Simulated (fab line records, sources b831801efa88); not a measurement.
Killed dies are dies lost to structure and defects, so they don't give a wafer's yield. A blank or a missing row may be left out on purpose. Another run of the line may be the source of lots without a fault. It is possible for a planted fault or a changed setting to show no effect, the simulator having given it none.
Code-filled problem report in 8D (eight disciplines) form :: flow sky130 :: the parts of the form that need people (team, actions taken, sign-off) are left out

== 1. THE PROBLEM ==
Across 2 wafers from 2 lots, SD_P_RS at SKY_SD_N_RS_MEAS_17 averages 149.8 ohm/sq, while fault-free wafers read 147.0 ohm/sq with a standard deviation of 0.3. That puts it +9.3 standard deviations away from the usual mean.
The step: measures by four-point-probe.
First observed at day 32 10:12: wafer L284.1, on film_metro-03. The record holds 34 wafers of 12 lots with a number at this step. The rule behind "out" and "out of limits": a value lying over 4 standard deviations away from the usual mean. The other wafers with a number count as sound.

== 2. WHAT IT IS AND WHAT IT IS NOT ==
question: which readings at this step
is: SD_P_RS
is not: -

question: which lots
is: L284, L287
is not: L272, L274, L275, L277, L278, L279, L280, L291, L293, L294

question: which wafers of those lots
is: L284.1, L287.1
is not: L284.5, L287.4

question: read on which gauges
is: film_metro-02, film_metro-03
is not: film_metro-01

question: when
is: from day 32 10:12
is not: up to then (22 sound wafers); but 10 sound wafers of L287, L291, L293, L294 came after

== 3. WHAT RULES OUT EACH SUSPECT ==
Counting: any tool at a process step up to the reading remains a suspect provided it ran every lot that is out. Sound lots after the first of them don't rule it out here, since some wafers of a struck lot are sound.
- the gauge at SKY_SD_N_RS_MEAS_17: ruled out. The wafers that are out were read on 2 gauges (film_metro-02, film_metro-03).
- implanter-03 at SKY_SD_P_IMPLANT_09: kept. It ran every lot that is out, first L284 (day 30 01:26); its last sound lot up to then is L280 (day 28 11:54).
- plasma_asher-03 at SKY_SD_P_STRIP_10 (strips in O2/N2): kept. It ran every lot that is out, first L284 (day 30 01:35); its last sound lot up to then is L277 (day 27 14:30). On those wafers its own readings are out: strip_time_to_endpoint_s.
What counting leaves: implanter-03 at SKY_SD_P_IMPLANT_09 and plasma_asher-03 at SKY_SD_P_STRIP_10.

== 4. THE CAUSE (what the simulator had put in) ==
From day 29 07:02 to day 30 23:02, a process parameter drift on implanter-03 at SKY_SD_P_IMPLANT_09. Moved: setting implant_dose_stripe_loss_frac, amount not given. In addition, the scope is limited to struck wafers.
This tool is one of the 2 suspects left after counting.

== 5. SEQUENCE OF EFFECTS, ordered by route ==
Rows list readings where the struck wafers' mean (over those with a number) sits beyond 3 standard deviations from the usual. Only readings whose record carries a usual standard deviation are examined. hours: median over the lots of the time between each lot's start at the first step of this table that gives one and its start at this step. sigmas: the change, counted in usual standard deviations.
hours: 0
step: SKY_SD_P_STRIP_10
reading: strip_time_to_endpoint_s
usual: 17.50 s
on struck wafers: 17.11
change: -0.39
sigmas: -9.5

hours: 56
step: SKY_SD_N_RS_MEAS_17
reading: SD_P_RS
usual: 147.0 ohm/sq
on struck wafers: 149.8
change: +2.8
sigmas: +9.3
Its process steps:
- SKY_SD_P_STRIP_10: strips in O2/N2.

== 6. WHAT WOULD HAVE CAUGHT IT SOONER ==
Counted from the fault's start at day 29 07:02, it took 75 hours until the first out-of-limits reading at a measuring or inspecting step in this record, taken at day 32 10:12.
Lots out: 2; all had begun SKY_SD_P_IMPLANT_09 on implanter-03 by day 32 10:12. Tool hold at that time: it would have spared none of them.
